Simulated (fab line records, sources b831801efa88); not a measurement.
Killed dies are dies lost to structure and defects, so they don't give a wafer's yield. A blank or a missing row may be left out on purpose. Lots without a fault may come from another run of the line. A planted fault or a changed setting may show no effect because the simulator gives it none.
Chamber matching | flow sky130 | SKY_CONTACT_CMP_04 on cmp-01: 4 sister chambers
The step polishes SiO2. 16 wafers are shown with their chamber, then 8 later ones without.

WAFERS WITH THEIR CHAMBER
wafer  | chamber | motor_current_A (A) | time_to_endpoint_s (s)
L774.1 | 2       | 13.7                | 95
L774.3 | 1       | 10.9                | 79
L774.5 | 1       | 10.6                | 86
L776.2 | 3       | 11.7                | 82
L776.4 | 0       | 12.6                | 90
L776.5 | 2       | 13.8                | 94
L778.2 | 3       | 12.0                | 81
L778.4 | 1       | 10.7                | 79
L778.6 | 2       | 14.1                | 92
L780.1 | 3       | 11.7                | 79
L780.2 | 2       | 13.6                | 89
L780.4 | 0       | 13.7                | 84
L782.1 | 0       | 13.4                | 87
L782.4 | 2       | 13.8                | 90
L782.5 | 3       | 11.0                | 80
L781.2 | 0       | 13.5                | 86

SIGNATURES (means of the wafers above)
reading            | chamber 0 | chamber 1 | chamber 2 | chamber 3 | scatter within a chamber
motor_current_A    | 13.300    | 10.733    | 13.800    | 11.600    | 0.345
time_to_endpoint_s | 86.75     | 81.33     | 92.00     | 80.50     | 2.62
Rule: a wafer's distance from a chamber is the root of the sum, over the readings, of the square of ((its reading less the chamber's mean) divided by the reading's scatter). The wafer belongs to the nearest chamber; if the next one is less than 2 further off, it can't be placed. The scatter: the root of (the sum of the squares of (reading less its chamber's mean) over the shown wafers, divided by (wafers less chambers)).

WAFERS WITHOUT THEIR CHAMBER
wafer  | motor_current_A (A) | time_to_endpoint_s (s)
L781.4 | 11.8                | 84
L781.6 | 10.9                | 81
L788.2 | 12.9                | 82
L788.4 | 10.7                | 77
L788.5 | 13.7                | 85
L792.1 | 14.0                | 89
L792.2 | 12.0                | 82
L792.4 | 13.5                | 83

WHICH CHAMBER EACH WENT THROUGH
wafer  | from the rows above     | in truth
L781.4 | can't be placed: 3 or 1 | 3
L781.6 | can't be placed: 1 or 3 | 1
L788.2 | can't be placed: 0 or 3 | 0
L788.4 | can't be placed: 1 or 3 | 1
L788.5 | can't be placed: 0 or 2 | 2
L792.1 | can't be placed: 2 or 0 | 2
L792.2 | 3                       | 3
L792.4 | can't be placed: 0 or 2 | 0
Placed correctly: 1 of 8. Can't be placed from these rows: 7 (the true chamber is among the candidates in 7). Placed wrongly: 0.
